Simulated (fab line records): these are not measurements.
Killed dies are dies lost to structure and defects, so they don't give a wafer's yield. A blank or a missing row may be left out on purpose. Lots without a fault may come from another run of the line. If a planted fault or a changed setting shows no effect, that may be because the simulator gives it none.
Problem report, 8D (eight disciplines) form, completed by code + flow sfq line + the parts of the form that need people (team, actions taken, sign-off) are left out

## 1. WHAT IS WRONG
Wafers without a fault read 70.1 s, standard deviation 0.36; run length s at SFQ_TRILAYER_L0_VIA_BARC_OPEN_VIA_ETCH_021 reads a mean of 72.0 s on 2 wafers belonging to 2 lots. That puts it +5.4 standard deviations away from the usual mean.
The step: etches BARC in O2, target depth 125 nm, time 41.7 s.
First observed at day 10 05:05: wafer L899.5, on rie diel-01. Wafers with a number at this step in the record: 16, from 6 lots. Rule for "out", or "out of limits": more than 4 standard deviations from the usual mean. All remaining wafers that have a number are taken as sound.

## 2. WHAT IT IS AND WHAT IT IS NOT
| question                    | is                | is not                                                                         |
|-----------------------------|-------------------|--------------------------------------------------------------------------------|
| which readings at this step | run length s      | drypump motor current A                                                        |
| which lots                  | L899, L903        | L892, L898, L914, L915                                                         |
| which wafers of those lots  | L899.5, L903.4    | L899.2, L903.3                                                                 |
| read on which tools         | rie diel-01       | rie diel-02, rie diel-04                                                       |
| when                        | from day 10 05:05 | up to then (7 sound wafers); but 7 sound wafers of L903, L914, L915 came after |

## 3. SUSPECTS, AND WHAT RULES EACH OUT
Counting: if a tool at a process step up to the reading ran every lot that is out, it stays a suspect. Sound lots after the first of them don't rule it out here, since some wafers of a struck lot are sound.
- rie diel-01 at SFQ_TRILAYER_L0_VIA_BARC_OPEN_VIA_ETCH_021 (etches BARC in O2, target depth 125 nm, time 41.7 s): kept. It ran every lot that is out, first L899 (day 10 05:05). Its own run length s readings are out on those wafers.
The count leaves rie diel-01 at SFQ_TRILAYER_L0_VIA_BARC_OPEN_VIA_ETCH_021.

## 4. THE CAUSE (what the simulator had put in)
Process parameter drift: rie diel-01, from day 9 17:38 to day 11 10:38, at SFQ_TRILAYER_L0_VIA_BARC_OPEN_VIA_ETCH_021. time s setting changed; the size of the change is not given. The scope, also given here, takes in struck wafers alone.
Counting left only this tool.

## 5. THE CHAIN OF EFFECTS, in route order
One row per reading whose mean, taken over the struck wafers that have a number, lies over 3 standard deviations from the usual. Only readings whose record carries a usual standard deviation are examined. hours: median over the lots of the time between each lot's start at the first step of this table that gives one and its start at this step. sigmas: the change, counted in usual standard deviations.
| hours | step                                       | reading        | usual      | on struck wafers | change | sigmas |
|-------|--------------------------------------------|----------------|------------|------------------|--------|--------|
| 0     | SFQ_TRILAYER_L0_VIA_BARC_OPEN_VIA_ETCH_021 | oes product au | 0.685 a.u. | 0.669            | -0.016 | -3.4   |
| 0     | SFQ_TRILAYER_L0_VIA_BARC_OPEN_VIA_ETCH_021 | run length s   | 70.1 s     | 72.0             | +2.0   | +5.4   |
Here are the process steps it includes:
- SFQ_TRILAYER_L0_VIA_BARC_OPEN_VIA_ETCH_021: etches BARC in O2, target depth 125 nm, time 41.7 s.

## 6. WHAT WOULD HAVE CAUGHT IT SOONER
11 hours passed between the start of the fault at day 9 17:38 and the first reading out of limits in this record, taken at day 10 05:05.
